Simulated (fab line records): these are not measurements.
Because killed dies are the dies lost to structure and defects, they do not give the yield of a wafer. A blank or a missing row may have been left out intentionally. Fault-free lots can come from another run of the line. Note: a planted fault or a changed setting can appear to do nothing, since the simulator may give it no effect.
Comparing a struck lot with a sound one / flow sfq_line / 14 out of 325 route steps
Sound: these wafers, L879.2, L879.3, L879.4. Struck: wafers L866.3, L866.4, L866.6. At the end, the cause is stated.
Order at every step that has rows: each side's tool, ch and its chambers, its first start. Under that, the readings that differ: sound wafers / struck wafers / difference of the means / sigmas: that difference in standard deviations of wafers without a fault.
alike: words and numbers the same on both sides, and readings whose means are apart by under 2 such deviations; not compared: readings that were withheld, readings missing a value for some wafer, numbers with overlapping values and no deviation given by the record, and bounds like >300 which may hide the same value.
Wherever a step has rows on one side only, a row that says differs or no value, or a row with sigmas, the two part there. Non-overlapping numbers with no deviation appear without sigmas and do not part them. A reading that every wafer of one side lacks parts them only if that side has two wafers or more.

SFQ_TRILAYER_I4_DEP_PECVD_099: deposits SiO2 from SiH4/N2O, time 111.11 s, target thk 500 nm.
  sound on pecvd-02 ch 0,1,2, day 46 13:04; struck on pecvd-03 ch 0,1,2, day 35 19:24
  alike: heater_power_w, showerhead_vpp_V, throttle_valve_pct
SFQ_TRILAYER_I4_CMP_CMP_100: polishes SiO2.
  sound on cmp-01 ch 0,1,3, day 47 01:06; struck on cmp-01 ch 0,2,3, day 36 18:22
  alike: motor_current_A, time_to_endpoint_s
SFQ_I4_BOW_MEAS_927:
  sound: film_metro-03 at day 47 03:37; struck: film_metro-02 at day 36 20:25
  alike: I4_BOW
SFQ_TRILAYER_I4_METRO_MEASURE_101:
  sound: film_metro-03 at day 47 03:55; struck: film_metro-02 at day 36 20:53
  alike: thk_nm
then, 6 steps without rows for these wafers: SFQ_TRILAYER_I4_VIA_LITHO_COAT_108 (resist thk 62.37 nm); SFQ_TRILAYER_I4_VIA_LITHO_COAT_103 (resist thk 650 nm); SFQ_TRILAYER_I4_VIA_LITHO_SOFTBAKE_107; SFQ_TRILAYER_I4_VIA_LITHO_EXPOSE_104 (exposes mask I4, target cd 700 nm); SFQ_TRILAYER_I4_VIA_LITHO_PEB_106 (peb time 60 s); SFQ_TRILAYER_I4_VIA_LITHO_DEVELOP_105 (time 60 s).
-- the record jumps here: 2 days lie between the struck wafers' starts before and after --
SFQ_I4_OVL_MEAS_928:
  sound: overlay-01 at day 52 14:32; struck: overlay-01 at day 39 04:43
  alike: I4_OVL
SFQ_TRILAYER_I4_VIA_BARC_OPEN_VIA_ETCH_146: etches BARC in O2, target depth 125 nm, time 41.7 s.
  sound on rie_diel-03 ch 0,1,3, day 52 14:34; struck on rie_diel-03 ch 1,2, day 39 04:44
  alike: bias_w, drypump_motor_current_A, oes_product_au
  not compared: rf_hours_counter_h
SFQ_TRILAYER_I4_VIA_ETCH_VIA_ETCH_106: etches SiO2 in CHF3, stops on Nb, target depth 260 nm.
  sound on rie_diel-03 ch 0,1,3, day 52 14:36; struck on rie_diel-03 ch 1,2, day 39 04:47
reading=bias_w (W); sound=79.94 79.97 80.37; struck=93.62 93.97 93.66; difference=+13.66; sigmas=+59
reading=model.Nb_of_TRILAYER_M4_DEP_SPUTTER_091.thk_nm (nm); sound=200.8 202.2 202.9; struck=196.3 197.9 197.3; difference=-4.8; sigmas=
  alike: drypump_motor_current_A, oes_product_au
SFQ_TRILAYER_I4_VIA_STRIP_STRIP_107: strips in O2.
  sound on rie_metal-03 ch 0,1, day 52 14:43; struck on rie_metal-03 ch 0,1, day 39 05:05
  alike: drypump_motor_current_A, oes_product_au
  not compared: rf_hours_counter_h

== WHERE THEY PART ==
SFQ_TRILAYER_I4_VIA_ETCH_VIA_ETCH_106 only, going by this record. Later steps at which nothing parts them and some readings are alike: SFQ_TRILAYER_I4_VIA_STRIP_STRIP_107.

WHY: the cause the simulator had injected
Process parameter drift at SFQ_TRILAYER_I4_VIA_ETCH_VIA_ETCH_106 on rie_diel-03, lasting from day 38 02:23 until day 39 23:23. The setting bias_w was moved by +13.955, starting from 80. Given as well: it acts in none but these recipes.
